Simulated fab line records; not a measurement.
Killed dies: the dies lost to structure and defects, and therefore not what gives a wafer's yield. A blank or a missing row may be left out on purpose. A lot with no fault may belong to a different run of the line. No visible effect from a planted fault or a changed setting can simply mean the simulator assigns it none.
Problem report in the 8D (eight disciplines) form, filled by code | flow sky130 | the parts of the form that need people (team, actions taken, sign-off) are left out

1. WHAT WENT WRONG
Mean SD_N_RS at SKY_SD_N_RS_MEAS_16: 73.27 ohm/sq over 6 wafers in 2 lots; fault-free wafers: 68.52 ohm/sq, standard deviation 0.1. That puts it +48 standard deviations away from the usual mean.
The step: measures by four-point-probe.
First seen on wafer L424.2, day 31 18:59, on filmMetro-04. The record holds 33 wafers of 11 lots with a number at this step. Rule for "out" (also "out of limits"): further than 4 standard deviations from the usual mean. The other wafers with a number count as sound.

2. WHAT IT IS, WHAT IT ISN'T
question                    | is                         | is not
which readings at this step | SD_N_RS                    | -
which lots                  | L424, L426                 | L419, L420, L421, L423, L428, L434, L437, L438, L439
which wafers of those lots  | all that have a number     | -
read on which gauges        | filmMetro-01, filmMetro-04 | filmMetro-02
when                        | from day 31 18:59          | up to then (12 sound wafers); but 15 sound wafers of L428, L434, L437, L438, L439 came after

3. WHAT RULES OUT EACH SUSPECT
Counting: any tool at a process step up to the reading is kept as a suspect provided that every lot that is out went through it and no sound lot did after the first of them.
- the gauge at SKY_SD_N_RS_MEAS_16 has been ruled out. Those wafers that are out were read across 2 gauges (filmMetro-01, filmMetro-04).
- rieDiel-03 at SKY_SPACER_ETCHBACK_02 (etches Si3N4 in CH3F/O2, stops on SiO2, time 46.7 s, target depth 45 nm): kept. All lots that are out passed through it, beginning with L424 at day 26 23:29, and no sound lot followed; its final sound lot before that point was L420 at day 25 16:22.
- rieDiel-02 at SKY_POLY_CUT_ETCH_10 (etches BARC in N2/H2, stops on SiO2, time 45.9 s, target depth 60 nm): ruled out as a lasting fault. After its first lot that is out, L424 (day 28 04:50), sound lots L434, L437, L438 ran on it.
- rtpAnneal-02 at SKY_SD_N_RTA_14 (time 2 s): ruled out as a lasting fault. After its first lot that is out, L424 (day 31 18:49), sound lots L437, L439 ran on it.
After counting, what remains is rieDiel-03 at SKY_SPACER_ETCHBACK_02.

4. THE CAUSE (what the simulator had put in)
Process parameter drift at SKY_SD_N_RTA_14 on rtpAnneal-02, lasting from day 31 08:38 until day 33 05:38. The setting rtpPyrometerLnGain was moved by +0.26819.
Counting ruled it out, wrongly: the rule takes a fault to strike every lot that its tool runs from its start on, and this one did not.

5. THE EFFECT CHAIN, in route order
Each row: a reading where the mean over the struck wafers with a number is more than 3 standard deviations away from the usual. Only readings whose record carries a usual standard deviation are examined. hours: median over the lots of the time between each lot's start at the first step of this table that gives one and its start at this step. sigmas: the change, counted in usual standard deviations.
hours | step                | reading      | usual        | on struck wafers | change | sigmas
0     | SKY_SD_N_RTA_14     | lampPowerPct | 15.74 %      | 14.68            | -1.06  | -20
0     | SKY_SD_N_RS_MEAS_16 | SD_N_RS      | 68.52 ohm/sq | 73.27            | +4.75  | +48
0     | SKY_SD_N_RS_MEAS_17 | SD_P_RS      | 146.9 ohm/sq | 175.1            | +28.2  | +81
Process steps it contains:
- SKY_SD_N_RTA_14: time 2 s.

6. HOW IT WOULD HAVE BEEN CAUGHT EARLIER
The first out-of-limits reading at a measuring or inspecting step in this record came at day 31 18:59, 10 hours after the fault's start at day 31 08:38.
At SKY_SD_N_RTA_14, the tool's own readings (lampPowerPct) were out on each struck wafer the step has a row for, so an alarm limit on them would have fired on the first such wafer.
